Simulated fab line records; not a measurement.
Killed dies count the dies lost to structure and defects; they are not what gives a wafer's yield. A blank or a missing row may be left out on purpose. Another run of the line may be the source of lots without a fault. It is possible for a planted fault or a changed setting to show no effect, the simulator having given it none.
One fault through the eyes of 2 desks + flow gf180mcu + each desk holds nothing but its own numbers, with what lay behind them at the end

## FOR THE TOOL OWNER'S DESK: lithoTrack-04
Per lot that ran on this tool, the mean of the sampled wafers carrying a number, from the tool's own readings at GF_VT_IMPLANT_DEHYDRATE_33 (time 60 s). A lot is out of limits, marked OUT, if its mean lies more than 4 standard deviations from the usual mean; the brackets give that distance.
Columns: A = chillPlateTempC at GF_VT_IMPLANT_DEHYDRATE_33, usual 23.00 C; B = plateTempC at GF_VT_IMPLANT_DEHYDRATE_33, usual 200.05 C; C = runLengthS at GF_VT_IMPLANT_DEHYDRATE_33, usual 89.22 s
| lot  | first seen here | A     | B      | C               |
|------|-----------------|-------|--------|-----------------|
| L875 | day 8 01:28     | 22.90 | 199.94 | 89.19           |
| L883 | day 10 04:49    | 22.88 | 200.16 | 96.48 (+38) OUT |
| L884 | day 10 09:11    | 23.18 | 200.02 | 96.39 (+38) OUT |
| L885 | day 10 20:34    | 22.96 | 200.17 | 96.53 (+39) OUT |
| L895 | day 13 11:44    | 22.99 | 200.33 | 89.32           |
Finding of this desk: L883, L884, L885 out of limits; the first was L883 at day 10 04:49, on runLengthS at GF_VT_IMPLANT_DEHYDRATE_33. L875, L895: within limits.

## FROM THE METROLOGY DESK
Lot by lot, what the gauges showed, no matter which tool ran the lot: averages of those sampled wafers that carry a number. A lot is out of limits, marked OUT, if its mean lies more than 4 standard deviations from the usual mean; the brackets give that distance.
Columns: A = VT_IMPLANT_02_OVL at GF_VT_IMPLANT_OVL_MEAS_29, usual -0.5 nm; B = DUAL_GATE_OVL at GF_DUAL_GATE_OVL_MEAS_11, usual 1.4 nm
| lot  | first seen here | A    | B    |
|------|-----------------|------|------|
| L872 | day 6 20:19     | 0.1  | 1.0  |
| L873 | day 7 03:00     | 0.7  | 1.5  |
| L874 | day 7 11:48     | 0.3  | -0.3 |
| L875 | day 7 17:46     | 0.3  | 2.8  |
| L876 | day 7 22:02     | 0.3  | 1.5  |
| L877 | day 8 09:01     | 0.1  | -0.6 |
| L879 | day 8 20:32     | -0.0 | 1.4  |
| L883 | day 9 20:22     | 1.0  | 1.2  |
| L884 | day 10 00:26    | 0.1  | 3.1  |
| L885 | day 10 11:35    | -0.1 | -1.6 |
| L890 | day 11 19:38    | -1.2 | 1.4  |
| L891 | day 11 23:00    | -0.8 | 1.1  |
| L892 | day 12 07:27    | -2.9 | 0.4  |
| L894 | day 12 20:57    | -1.1 | 1.2  |
| L895 | day 13 02:07    | -0.9 | 1.5  |
Finding of this desk: none of the 15 lots has anything out of limits.

## TAKEN TOGETHER
An alarm could have come from the tool owner's desk at day 10 04:49, on L883, L884, L885.
Nothing out of limits was seen by the metrology desk.
The metrology desk has L883, L884, L885 on record, within its limits.
Of the lots named, all ran GF_VT_IMPLANT_DEHYDRATE_33 on lithoTrack-04.

## WHAT THE SIMULATOR HAD PUT IN
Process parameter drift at GF_VT_IMPLANT_DEHYDRATE_33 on lithoTrack-04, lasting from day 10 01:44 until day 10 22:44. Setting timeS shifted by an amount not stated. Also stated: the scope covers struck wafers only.
Struck lots among those shown: L883, L884, L885.
Hours from the fault's start to each desk's first reading out of limits: the tool owner's desk, 3.
